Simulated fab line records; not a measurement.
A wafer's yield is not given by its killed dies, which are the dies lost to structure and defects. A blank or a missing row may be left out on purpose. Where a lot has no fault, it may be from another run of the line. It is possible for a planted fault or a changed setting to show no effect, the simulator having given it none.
Which of the tools did it? || flow sky130 || 39 wafers from 13 lots sampled at 3 of the route's 708 steps

WHAT THE GAUGES SHOWED, per wafer
SKY_CAP2M_RS_MEAS_03: measurement is done with a four-point probe.
{"lot": "L180", "measured": "day 40 04:52", "on": "filmMetro-03", "CAP2M_TIN_RS (ohm/sq)": "7.01 6.88 6.90"}
{"lot": "L181", "measured": "day 40 10:55", "on": "filmMetro-04", "CAP2M_TIN_RS (ohm/sq)": "7.06 6.90 7.04"}
{"lot": "L185", "measured": "day 41 13:13", "on": "filmMetro-02", "CAP2M_TIN_RS (ohm/sq)": "6.86 6.80 6.83"}
{"lot": "L186", "measured": "day 42 00:56", "on": "filmMetro-04", "CAP2M_TIN_RS (ohm/sq)": "6.88 6.97 6.95"}
{"lot": "L187", "measured": "day 42 10:33", "on": "filmMetro-02", "CAP2M_TIN_RS (ohm/sq)": "6.79 6.80 6.73"}
{"lot": "L188", "measured": "day 42 16:08", "on": "filmMetro-04", "CAP2M_TIN_RS (ohm/sq)": "6.94 7.09 6.95"}
{"lot": "L189", "measured": "day 43 06:48", "on": "filmMetro-03", "CAP2M_TIN_RS (ohm/sq)": "7.03 6.98 6.92"}
{"lot": "L191", "measured": "day 43 16:40", "on": "filmMetro-03", "CAP2M_TIN_RS (ohm/sq)": "6.86 6.92 6.88"}
{"lot": "L192", "measured": "day 43 17:31", "on": "filmMetro-03", "CAP2M_TIN_RS (ohm/sq)": "7.03 7.12 6.96"}
{"lot": "L193", "measured": "day 44 00:11", "on": "filmMetro-04", "CAP2M_TIN_RS (ohm/sq)": "6.85 7.07 6.86"}
{"lot": "L198", "measured": "day 45 07:52", "on": "filmMetro-02", "CAP2M_TIN_RS (ohm/sq)": "6.74 6.86 7.00"}
{"lot": "L200", "measured": "day 45 13:11", "on": "filmMetro-02", "CAP2M_TIN_RS (ohm/sq)": "6.81 6.87 6.95"}
{"lot": "L199", "measured": "day 45 16:10", "on": "filmMetro-03", "CAP2M_TIN_RS (ohm/sq)": "6.92 6.85 6.79"}

EACH LOT AND THE TOOL THAT RAN IT (in order: tool; ch and the chambers of the sampled wafers; start)
{"lot": "L180", "SKY_CONTACT_ETCH_18": "rieDiel-04 ch 0,1, day 31 21:00", "SKY_VIA3_ETCH_15": "rieDiel-02 ch 0,1,3, day 40 03:11"}
{"lot": "L181", "SKY_CONTACT_ETCH_18": "rieDiel-04 ch 0,1,2, day 32 06:00", "SKY_VIA3_ETCH_15": "rieDiel-03 ch 1,2, day 40 09:08"}
{"lot": "L185", "SKY_CONTACT_ETCH_18": "rieDiel-04 ch 0,1, day 33 11:00", "SKY_VIA3_ETCH_15": "rieDiel-04 ch 0,2,3, day 41 11:27"}
{"lot": "L186", "SKY_CONTACT_ETCH_18": "rieDiel-04 ch 0,2, day 34 01:00", "SKY_VIA3_ETCH_15": "rieDiel-03 ch 0,1,2, day 41 23:12"}
{"lot": "L187", "SKY_CONTACT_ETCH_18": "rieDiel-02 ch 0,1,2, day 34 11:00", "SKY_VIA3_ETCH_15": "rieDiel-02 ch 0,1, day 42 08:50"}
{"lot": "L188", "SKY_CONTACT_ETCH_18": "rieDiel-04 ch 1,3, day 34 18:00", "SKY_VIA3_ETCH_15": "rieDiel-02 ch 0,2,3, day 42 14:26"}
{"lot": "L189", "SKY_CONTACT_ETCH_18": "rieDiel-04 ch 2,3, day 35 09:00", "SKY_VIA3_ETCH_15": "rieDiel-02 ch 1,2,3, day 43 05:06"}
{"lot": "L191", "SKY_CONTACT_ETCH_18": "rieDiel-02 ch 0,2,3, day 35 22:00", "SKY_VIA3_ETCH_15": "rieDiel-04 ch 0,1,2, day 43 15:00"}
{"lot": "L192", "SKY_CONTACT_ETCH_18": "rieDiel-02 ch 1,3, day 36 00:00", "SKY_VIA3_ETCH_15": "rieDiel-03 ch 1,2, day 43 15:51"}
{"lot": "L193", "SKY_CONTACT_ETCH_18": "rieDiel-02 ch 2,3, day 36 06:00", "SKY_VIA3_ETCH_15": "rieDiel-03 ch 0,1,3, day 43 22:27"}
{"lot": "L198", "SKY_CONTACT_ETCH_18": "rieDiel-02 ch 0,2,3, day 37 17:00", "SKY_VIA3_ETCH_15": "rieDiel-04 ch 0,1,3, day 45 05:57"}
{"lot": "L200", "SKY_CONTACT_ETCH_18": "rieDiel-02 ch 0,1, day 38 03:00", "SKY_VIA3_ETCH_15": "rieDiel-04 ch 0,1,3, day 45 11:30"}
{"lot": "L199", "SKY_CONTACT_ETCH_18": "rieDiel-02 ch 0,1,2, day 38 05:00", "SKY_VIA3_ETCH_15": "rieDiel-04 ch 0,1,3, day 45 14:08"}
- SKY_CONTACT_ETCH_18: etches Si3N4 in CHF3/O2, stops on TiN, time 39 s, target depth 75 nm.
- SKY_VIA3_ETCH_15: etches SiO2 in C4F8/O2/Ar, stops on TiN, target depth 507 nm, time 78 s.

WHAT THE TOOLS THEMSELVES READ (means of the sampled wafers that have a number; where no wafer has one, the mark that the record gives instead)
SKY_CONTACT_ETCH_18.
{"lot": "L180", "tool": "rieDiel-04", "O2_flow_sccm (sccm)": 4.991, "chamberPressureMTorr (mTorr)": 40.01, "drypumpMotorCurrentA (A)": 6.1, "oesProductAu (a.u.)": 0.860, "throttleValvePct (%)": 8.795}
{"lot": "L181", "tool": "rieDiel-04", "O2_flow_sccm (sccm)": 4.993, "chamberPressureMTorr (mTorr)": 40.00, "drypumpMotorCurrentA (A)": 6.1, "oesProductAu (a.u.)": 0.854, "throttleValvePct (%)": 8.792}
{"lot": "L185", "tool": "rieDiel-04", "O2_flow_sccm (sccm)": 5.010, "chamberPressureMTorr (mTorr)": 39.98, "drypumpMotorCurrentA (A)": 6.1, "oesProductAu (a.u.)": 0.864, "throttleValvePct (%)": 8.799}
{"lot": "L186", "tool": "rieDiel-04", "O2_flow_sccm (sccm)": 4.996, "chamberPressureMTorr (mTorr)": 39.96, "drypumpMotorCurrentA (A)": 6.1, "oesProductAu (a.u.)": 0.852, "throttleValvePct (%)": 8.787}
{"lot": "L187", "tool": "rieDiel-02", "O2_flow_sccm (sccm)": 5.016, "chamberPressureMTorr (mTorr)": 40.01, "drypumpMotorCurrentA (A)": 5.7, "oesProductAu (a.u.)": 0.861, "throttleValvePct (%)": 8.800}
{"lot": "L188", "tool": "rieDiel-04", "O2_flow_sccm (sccm)": 4.998, "chamberPressureMTorr (mTorr)": 40.00, "drypumpMotorCurrentA (A)": 6.1, "oesProductAu (a.u.)": 0.855, "throttleValvePct (%)": 8.794}
{"lot": "L189", "tool": "rieDiel-04", "O2_flow_sccm (sccm)": 5.006, "chamberPressureMTorr (mTorr)": 39.97, "drypumpMotorCurrentA (A)": 6.2, "oesProductAu (a.u.)": 0.851, "throttleValvePct (%)": 8.794}
{"lot": "L191", "tool": "rieDiel-02", "O2_flow_sccm (sccm)": 5.018, "chamberPressureMTorr (mTorr)": 39.99, "drypumpMotorCurrentA (A)": 5.8, "oesProductAu (a.u.)": 0.861, "throttleValvePct (%)": 8.793}
{"lot": "L192", "tool": "rieDiel-02", "O2_flow_sccm (sccm)": 5.001, "chamberPressureMTorr (mTorr)": 39.94, "drypumpMotorCurrentA (A)": 5.7, "oesProductAu (a.u.)": 0.852, "throttleValvePct (%)": 8.785}
{"lot": "L193", "tool": "rieDiel-02", "O2_flow_sccm (sccm)": 4.994, "chamberPressureMTorr (mTorr)": 40.00, "drypumpMotorCurrentA (A)": 5.4, "oesProductAu (a.u.)": 0.853, "throttleValvePct (%)": 8.789}
{"lot": "L198", "tool": "rieDiel-02", "O2_flow_sccm (sccm)": 5.005, "chamberPressureMTorr (mTorr)": 40.02, "drypumpMotorCurrentA (A)": 5.8, "oesProductAu (a.u.)": 0.858, "throttleValvePct (%)": 8.790}
{"lot": "L200", "tool": "rieDiel-02", "O2_flow_sccm (sccm)": 4.987, "chamberPressureMTorr (mTorr)": 40.02, "drypumpMotorCurrentA (A)": 6.0, "oesProductAu (a.u.)": 0.860, "throttleValvePct (%)": 8.795}
{"lot": "L199", "tool": "rieDiel-02", "O2_flow_sccm (sccm)": 4.985, "chamberPressureMTorr (mTorr)": 40.00, "drypumpMotorCurrentA (A)": 5.7, "oesProductAu (a.u.)": 0.856, "throttleValvePct (%)": 8.805}

SKY_VIA3_ETCH_15.
{"lot": "L180", "tool": "rieDiel-02", "chamberPressureMTorr (mTorr)": 39.99, "oesProductAu (a.u.)": 0.949}
{"lot": "L181", "tool": "rieDiel-03", "chamberPressureMTorr (mTorr)": 40.01, "oesProductAu (a.u.)": 0.943}
{"lot": "L185", "tool": "rieDiel-04", "chamberPressureMTorr (mTorr)": 39.98, "oesProductAu (a.u.)": 0.943}
{"lot": "L186", "tool": "rieDiel-03", "chamberPressureMTorr (mTorr)": 39.98, "oesProductAu (a.u.)": 0.948}
{"lot": "L187", "tool": "rieDiel-02", "chamberPressureMTorr (mTorr)": 40.03, "oesProductAu (a.u.)": 0.947}
{"lot": "L188", "tool": "rieDiel-02", "chamberPressureMTorr (mTorr)": 40.01, "oesProductAu (a.u.)": 0.945}
{"lot": "L189", "tool": "rieDiel-02", "chamberPressureMTorr (mTorr)": 40.06, "oesProductAu (a.u.)": 0.945}
{"lot": "L191", "tool": "rieDiel-04", "chamberPressureMTorr (mTorr)": 40.03, "oesProductAu (a.u.)": 0.945}
{"lot": "L192", "tool": "rieDiel-03", "chamberPressureMTorr (mTorr)": 39.98, "oesProductAu (a.u.)": 0.942}
{"lot": "L193", "tool": "rieDiel-03", "chamberPressureMTorr (mTorr)": 40.01, "oesProductAu (a.u.)": 0.943}
{"lot": "L198", "tool": "rieDiel-04", "chamberPressureMTorr (mTorr)": 39.97, "oesProductAu (a.u.)": 0.946}
{"lot": "L200", "tool": "rieDiel-04", "chamberPressureMTorr (mTorr)": 40.01, "oesProductAu (a.u.)": 0.949}
{"lot": "L199", "tool": "rieDiel-04", "chamberPressureMTorr (mTorr)": 40.01, "oesProductAu (a.u.)": 0.942}

THE ANSWER, worked out from the rows above alone
Rule: what is usual is taken from the lots themselves. Put in order of their means at a reading, lots are off if they are a third of the lots or fewer, leave a main group of 4 or more, and stand apart from it by a gap of 3 or more times the standard deviation of the main group's means; of several such gaps the widest counts. If all means in a main group match to the digits the tables above print for the reading, that group is not used. A lot without any number at a reading at which 4 lots or more have one is off too. All remaining lots with rows at the step are treated as sound. After the gauges, taken in route order, come the tools' own readings; for these a lot's mean is taken, as printed above. At the first step where some lot is off, the reading lying furthest off is the one used; lots without a number count as furthest.
None of the lots is off at any reading shown; this tells nothing.

WHAT HAD BEEN PUT IN BY THE SIMULATOR
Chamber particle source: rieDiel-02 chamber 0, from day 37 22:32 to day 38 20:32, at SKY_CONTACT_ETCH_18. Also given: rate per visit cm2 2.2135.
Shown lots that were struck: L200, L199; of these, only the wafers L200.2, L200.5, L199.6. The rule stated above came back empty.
